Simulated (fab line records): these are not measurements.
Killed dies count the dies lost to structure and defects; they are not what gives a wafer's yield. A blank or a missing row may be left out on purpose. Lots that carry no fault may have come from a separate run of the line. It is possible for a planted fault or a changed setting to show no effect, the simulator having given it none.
Comparing a struck lot with a sound one | flow sky130 | 35 steps out of a route of 708
Sound: wafers L458.2, L458.4, L458.5. Wafers L467.2, L467.3, L467.6 were the ones struck. The cause comes at the end.
For every step that has rows: the tool of each side, followed by ch and its chambers, followed by its first start. Under that, the readings that differ: sound wafers | struck wafers | difference of the means | sigmas: that difference in standard deviations of wafers without a fault.
alike: same words and numbers on both sides, and readings whose means sit less than 2 such deviations apart. not compared: any withheld reading, any reading some wafer has no value for, any bound like >300 that may hide the same value, and any number with overlapping values for which the record gives no deviation.
A row with sigmas, a row that says differs or no value, or rows on one side alone: a step with any of these is where the two part. Numbers that have no deviation but don't overlap get no sigmas and don't part them. Lack of a reading on every wafer of one side parts them only where that side has two or more wafers.

first, 10 steps without rows for these wafers: SKY_CONTACT_ETCH_18 (etches Si3N4 in CHF3/O2, stops on TiN, time 39 s, target depth 75 nm); SKY_CONTACT_STRIP_19 (strips in O2/N2); SKY_CONTACT_STRIP_20 (strips in post etch residue remover, time 1200 s); SKY_CONTACT_CLEAN_21 (cleans in IPA, time 180 s); SKY_CONTACT_CLEAN_22 (cleans in O3/DIW); SKY_CONTACT_SPUTTER_23 (material TiN, target thk 20 nm, time 80 s); SKY_CONTACT_CVD_24 (deposits W, target thk 340 nm, time 102.12 s); SKY_CONTACT_CMP_27 (polishes, stops on SiO2, t overpolish 15 s, target thk 0 nm); SKY_METAL1_SPUTTER_00 (material Ti, target thk 15 nm, time 10 s); SKY_METAL1_SPUTTER_01 (material TiN, target thk 20 nm, time 16.7 s).
SKY_METAL1_SPUTTER_02: material AlCu, target thk 250 nm, time 13.3 s.
  sound on pvdSputter-01 at day 35 14:51; struck on pvdSputter-01 at day 38 14:39
  alike: chamberPressurePa, throttleValvePct
then, 23 steps without rows for these wafers: SKY_METAL1_SPUTTER_03 (material Ti, target thk 5 nm, time 3.3 s); SKY_METAL1_SPUTTER_04 (material TiN, target thk 70 nm, time 58.3 s); SKY_METAL1_DEHYDRATE_07 (time 60 s); SKY_METAL1_HMDS_08 (prime time 60 s); SKY_METAL1_COAT_09 (resist thk 60 nm); SKY_METAL1_COAT_10 (resist thk 450 nm); SKY_METAL1_SOFTBAKE_11 (time 90 s); SKY_METAL1_EXPOSE_12 (exposes mask MM1, target cd 140 nm); SKY_METAL1_PEB_13; SKY_METAL1_DEVELOP_14 (develop time 60 s); SKY_METAL1_DESCUM_17 (chemistry O2, time 8 s); SKY_METAL1_ETCH_18 (etches BARC in N2/H2, stops on SiO2, time 45.9 s, target depth 60 nm); SKY_METAL1_METAL_ETCH_19 (etches the open film in Cl2/BCl3, stops on SiO2, target depth 360 nm, time 78 s); SKY_METAL1_STRIP_20 (strips in O2/N2); SKY_METAL1_STRIP_21 (strips in post etch residue remover, time 1200 s); SKY_METAL1_CLEAN_22 (cleans in IPA, time 180 s); SKY_METAL1_CLEAN_23 (cleans in O3/DIW); SKY_VIA1_HDPCVD_00 (deposits SiO2, target thk 1030 nm, time 171.7 s); SKY_VIA1_CMP_02 (polishes SiO2); SKY_VIA1_DEHYDRATE_04 (time 60 s); SKY_VIA1_HMDS_05 (prime time 60 s); SKY_VIA1_COAT_06 (resist thk 60 nm); SKY_VIA1_COAT_07 (resist thk 450 nm).
-- the record jumps here: 12 days lie between the struck wafers' starts before and after (it left off in module VIA1 and takes up again in module PAD_OPEN, whose first step shown is number 708 of the route) --
SKY_PAD_OPEN_PROBE_99:
  sound on prober-02 at day 48 14:43; struck on prober-02 at day 50 17:50
reading                               | sound             | struck            | difference | sigmas
defectLimitedYield (%)                | 83.1 82.1 83.1    | 80.9 72.8 81.3    | -4.4       | -2
killed_at_M0_to_M3                    | 44 40 32          | 56 93 54          | +29        | +4
killedDies                            | 83 88 83          | 94 134 92         | +22        | +2
sort_bin_3_pad_short (%)              | 1.2 0.8 0.2       | 1.8 4.5 2.4       | +2.2       | +6
sortNPass                             | 409 404 409       | 398 358 400       | -22        | -2
sortYieldPct (%)                      | 83.1 82.1 83.1    | 80.9 72.8 81.3    | -4.4       | -2
model.etest.tester.sortNPass          | 409 404 409       | 398 358 400       | -22        | 
model.etest.tester.sortYieldPct (%)   | 83.13 82.11 83.13 | 80.89 72.76 81.3  | -4.47      | 
model.etest.tester.sort_bin_3_pct (%) | 1.22 0.813 0.2033 | 1.829 4.472 2.439 | +2.168     | 
  alike: killed_at_M4_up, killedAtContacts, killedAtFrontEnd, killedAtOther, killedOpen, killedShort, sort_bin_5_function, sort_bin_6_memory
  not compared: model.etest.tester.sort_bin_5_pct

## WHERE THEY PART
Only at SKY_PAD_OPEN_PROBE_99, as far as this record shows.

WHY: whatever the simulator had introduced
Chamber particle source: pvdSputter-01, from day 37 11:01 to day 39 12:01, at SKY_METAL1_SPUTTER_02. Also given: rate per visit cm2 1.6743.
